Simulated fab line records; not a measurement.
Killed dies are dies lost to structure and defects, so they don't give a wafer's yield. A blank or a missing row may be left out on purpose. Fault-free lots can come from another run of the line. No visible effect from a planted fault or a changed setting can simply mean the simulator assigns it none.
A single fault, viewed from 2 desks -- flow sky130 -- each desk holds nothing but its own numbers, with what lay behind them at the end

## THE TOOL OWNER'S DESK: rie diel-04
The tool's own readings at SKY_VIA2_ETCH_15 (etches SiO2 in C4F8/O2/Ar, stops on TiN, target depth 546 nm, time 84 s): means of the sampled wafers that have a number, for each lot that ran on this tool. The brackets show how far a lot's mean lies from the usual mean; more than 4 standard deviations puts the lot out of limits, marked OUT.
Columns: A = oes product au at SKY_VIA2_ETCH_15, usual 0.940 a.u.
lot,first seen here,A
L826,day 37 18:16,0.940
L829,day 38 05:35,0.942
L834,day 39 17:13,0.904 (-8.0) OUT
L835,day 40 06:55,0.900 (-8.8) OUT
L842,day 42 08:29,0.945
L844,day 42 16:55,0.941
L845,day 43 01:38,0.940
This desk's finding: out of limits on L834, L835; first on L834, day 39 17:13 (oes product au at SKY_VIA2_ETCH_15). Within limits: L826, L829, L842, L844, L845.

## THE METROLOGY DESK
Means of the sampled wafers that have a number, per lot and without regard to the tool the lot ran on: this is what the gauges read. The brackets show how far a lot's mean lies from the usual mean; more than 4 standard deviations puts the lot out of limits, marked OUT.
Columns: A = cd nm at SKY_VIA1_CD_MEAS_12, usual 149.9 nm; B = CAPM_OVL at SKY_CAPM_OVL_MEAS_12, usual 0.3 nm
lot,first seen here,A,B
L824,day 34 04:05,153.6,-0.8
L825,day 34 12:55,150.1,-1.1
L826,day 35 11:18,144.7,1.2
L828,day 35 16:01,147.1,0.6
L829,day 35 22:01,147.7,-0.6
L834,day 37 11:56,151.0,1.1
L835,day 38 02:28,152.3,1.1
L842,day 40 04:28,149.7,-0.8
L844,day 40 12:55,153.7,-0.5
L845,day 40 21:11,149.5,2.2
L846,day 41 00:59,148.7,-1.2
Result from this desk: across the 11 lots, nothing is out of limits.

## TAKEN TOGETHER
On L834, L835, at day 39 17:13, an alarm was possible from the tool owner's desk.
The metrology desk saw nothing out of limits.
The metrology desk has L834, L835 on record, within its limits.
The lots listed all ran SKY_VIA2_ETCH_15 on rie diel-04.

## WHAT WAS PUT IN BY THE SIMULATOR
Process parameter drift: rie diel-04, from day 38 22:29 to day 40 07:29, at SKY_VIA2_ETCH_15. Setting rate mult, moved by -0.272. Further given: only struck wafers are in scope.
Lots struck among those shown: L834, L835.
Hours from the fault's start to each desk's first reading out of limits: the tool owner's desk, 19.
